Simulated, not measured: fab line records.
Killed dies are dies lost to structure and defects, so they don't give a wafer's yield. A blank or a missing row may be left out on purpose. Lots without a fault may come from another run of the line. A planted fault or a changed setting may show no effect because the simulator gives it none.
Comparing a struck lot with a sound one ; flow sky130 ; 15 steps out of a route of 708
Sound: these wafers, L525.2, L525.3, L525.6. The struck wafers were L523.3, L523.4, L523.6. The cause is named last.
Each step with rows lists, per side, the tool, then ch with its chambers, then its first start. Under that, the readings that differ: sound wafers ; struck wafers ; difference of the means ; sigmas: that difference in standard deviations of wafers without a fault.
alike: readings with means less than 2 such deviations apart, plus words and numbers identical on both sides. not compared: withheld readings, readings lacking a value on some wafer, bounds such as >300 that could conceal the same value, and numbers that have no deviation in the record and whose values overlap.
A row with sigmas, a row that says differs or no value, or rows on one side alone: a step with any of these is where the two part. Numbers that have no deviation but don't overlap get no sigmas and don't part them. Lack of a reading on every wafer of one side parts them only where that side has two or more wafers.

SKY_LI_CONTACT_CMP_02: polishes PSG.
  sound on cmp-01 ch 0,2, day 34 02:35; struck on cmp-02 ch 0,2, day 32 15:38
  alike: motor current A, platen rpm, retaining ring pressure frac, slurry filter dp kPa, time to endpoint s
SKY_LI_CONTACT_BOW_MEAS_03:
  sound on film metro-03 at day 34 02:51; struck on film metro-03 at day 32 15:58
  alike: LI_CONTACT_BOW
then, 8 steps without rows for these wafers: SKY_LI_CONTACT_DEHYDRATE_04 (time 60 s); SKY_LI_CONTACT_HMDS_05 (prime time 60 s); SKY_LI_CONTACT_COAT_06 (resist thk 60 nm); SKY_LI_CONTACT_COAT_07 (resist thk 450 nm); SKY_LI_CONTACT_SOFTBAKE_08 (time 90 s); SKY_LI_CONTACT_EXPOSE_09 (exposes mask LICM1, target cd 170 nm); SKY_LI_CONTACT_PEB_10; SKY_LI_CONTACT_DEVELOP_11 (develop time 60 s).
SKY_LI_CONTACT_CD_MEAS_12: the cd target is 170 nm.
  sound on cd sem-01 at day 35 05:37; struck on cd sem-01 at day 33 18:55
  alike: cd nm
SKY_LI_CONTACT_OVL_MEAS_13:
  sound on overlay-01 at day 35 05:43; struck on overlay-01 at day 33 19:01
  alike: LI_CONTACT_OVL
SKY_LI_CONTACT_ETCH_14: etches BARC in N2/H2, stops on SiO2, time 45.9 s, target depth 60 nm.
  sound on rie diel-04 ch 1,2,3, day 35 05:45; struck on rie diel-02 ch 1,2, day 33 19:02
reading;sound;struck;difference;sigmas
bias w (W);100.0 100.4 100.0;79.2 79.6 79.4;-20.7;-65
model.KrF-thick_of_LI_CONTACT_COAT_07.thk nm (nm);392.8 392.5 393.7;395.6 394.5 393.9;+1.7;
  alike: drypump motor current A, oes product au, rf fwd power W, throttle valve pct
  not compared: rf hours counter h
SKY_LI_CONTACT_ETCH_15: etches PSG in C4F8/O2/Ar, stops on Si, target depth 600 nm.
  sound on rie diel-04 ch 1,2,3, day 35 05:47; struck on rie diel-02 ch 1,2, day 33 19:04
  alike: bias w, oes product au, rf fwd power W
following that, these wafers have no rows for 1 step: SKY_PAD_OPEN_PROBE_99.

== WHERE THEY PART ==
Only at SKY_LI_CONTACT_ETCH_14, within this record. Later steps at which nothing parts them and some readings are alike: SKY_LI_CONTACT_ETCH_15.

WHY: whatever the simulator had introduced
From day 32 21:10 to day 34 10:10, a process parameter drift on rie diel-02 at SKY_LI_CONTACT_ETCH_14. The setting bias w was moved by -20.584, starting from 100. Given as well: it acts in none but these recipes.
